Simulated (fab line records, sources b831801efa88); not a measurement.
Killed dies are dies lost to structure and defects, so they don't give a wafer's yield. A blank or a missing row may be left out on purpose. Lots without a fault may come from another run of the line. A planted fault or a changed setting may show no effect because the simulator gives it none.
Tool commonality check | flow sky130 | 10 lots, 30 wafers sampled

WHY IT WAS OPENED
At SKY_SPACER_THK_MEAS_01 the reading SPACER_CVD_00_THK is flagged on 2 of 10 lots. Wafers without a fault read 43.2 nm, standard deviation 0.38.
Rule: a lot is flagged when every wafer of it that has a number lies more than 4 standard deviations from that mean, or none has a number. The other lots count as sound.

lot  | measured     | on            | SPACER_CVD_00_THK (nm), wafer by wafer | flag
L911 | day 25 00:16 | film_metro-02 | 42.2 42.7 42.7                         |
L912 | day 25 07:56 | film_metro-03 | 43.1 42.8 43.1                         |
L913 | day 25 12:15 | film_metro-03 | 42.9 43.4 43.4                         |
L916 | day 25 23:03 | film_metro-02 | 44.0 43.7 43.8                         |
L915 | day 26 01:27 | film_metro-03 | 42.8 43.1 42.4                         |
L918 | day 26 17:49 | film_metro-01 | 43.5 43.4 43.5                         |
L921 | day 27 16:02 | film_metro-03 | 43.1 42.9 43.3                         |
L926 | day 29 09:26 | film_metro-02 | 43.2 43.1 43.1                         |
L927 | day 29 16:20 | film_metro-01 | 32.8 33.1 32.6                         | FLAGGED
L928 | day 30 06:20 | film_metro-03 | 32.6 33.0 32.6                         | FLAGGED
The numbers of the flagged lots are 32.8 nm on average: -10.4 nm against the usual, or -27 standard deviations.

WHICH TOOL RAN EACH LOT
The record holds 2 process steps before the reading, out of a route of 708 steps. In each cell: the tool, then ch and the chambers that the sampled wafers went through, then the start.
lot  | flag    | SKY_LDD_HVP_STRIP_09                 | SKY_SPACER_CVD_00
L911 |         | plasma_asher-01 ch 0,1, day 23 15:37 | lpcvd-02 ch 0, day 24 23:04
L912 |         | plasma_asher-02 ch 0,1, day 23 23:36 | lpcvd-02 ch 0, day 25 06:43
L913 |         | plasma_asher-02 ch 0,1, day 24 04:15 | lpcvd-02 ch 0, day 25 10:26
L916 |         | plasma_asher-01 ch 0,1, day 24 14:45 | lpcvd-02 ch 0, day 25 21:50
L915 |         | plasma_asher-04 ch 0,1, day 24 18:06 | lpcvd-02 ch 0, day 26 00:15
L918 |         | plasma_asher-04 ch 0,1, day 25 11:00 | lpcvd-02 ch 0, day 26 16:37
L921 |         | plasma_asher-04 ch 0,1, day 26 08:49 | lpcvd-02 ch 1, day 27 14:49
L926 |         | plasma_asher-04 ch 0,1, day 27 22:36 | lpcvd-02 ch 1, day 29 08:10
L927 | FLAGGED | plasma_asher-04 ch 0,1, day 28 07:30 | lpcvd-02 ch 0, day 29 14:31
L928 | FLAGGED | plasma_asher-02 ch 0,1, day 28 22:00 | lpcvd-02 ch 0, day 30 05:07
What these steps do:
- SKY_LDD_HVP_STRIP_09: strips in O2/N2.
- SKY_SPACER_CVD_00: deposits Si3N4 from DCS/NH3, target thk 43.1 nm, time 740 s.
- SKY_SPACER_THK_MEAS_01

FLAGGED OVER TOTAL, TOOL BY TOOL (the gauges that took the reading come last)
step                   | tool            | lots run | flagged | share of the flagged lots | sound lots run after its first flagged lot
SKY_LDD_HVP_STRIP_09   | plasma_asher-01 | 2        | 0       | none                      | -
SKY_LDD_HVP_STRIP_09   | plasma_asher-02 | 3        | 1       | some                      | 0
SKY_LDD_HVP_STRIP_09   | plasma_asher-04 | 5        | 1       | some                      | 0
SKY_SPACER_CVD_00      | lpcvd-02        | 10       | 2       | all                       | 0
SKY_SPACER_THK_MEAS_01 | film_metro-01   | 2        | 1       | some                      | 0
SKY_SPACER_THK_MEAS_01 | film_metro-02   | 3        | 0       | none                      | -
SKY_SPACER_THK_MEAS_01 | film_metro-03   | 5        | 1       | some                      | 0

WHAT THE TABLE ALLOWS
1 row of the table ran every flagged lot: lpcvd-02 at SKY_SPACER_CVD_00.
- lpcvd-02 at SKY_SPACER_CVD_00: 2 of its 10 lots flagged. Its last sound lot is L926 (day 29 08:10), its first flagged lot L927 (day 29 14:31): a fault that began between those two fits. Its own readings lie more than 4 standard deviations out on every wafer of the flagged lots: spike_tc_centre_C, spike_tc_lower_C, spike_tc_top_C, spike_tc_upper_C, susceptor_temp_C.
One tool is left: lpcvd-02 at SKY_SPACER_CVD_00.

WHAT THE SIMULATOR HAD PUT IN
Process parameter drift: lpcvd-02, from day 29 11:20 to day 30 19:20, at SKY_SPACER_CVD_00. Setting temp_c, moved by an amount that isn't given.
Lots struck among those shown: L927, L928. The rule above found the same.
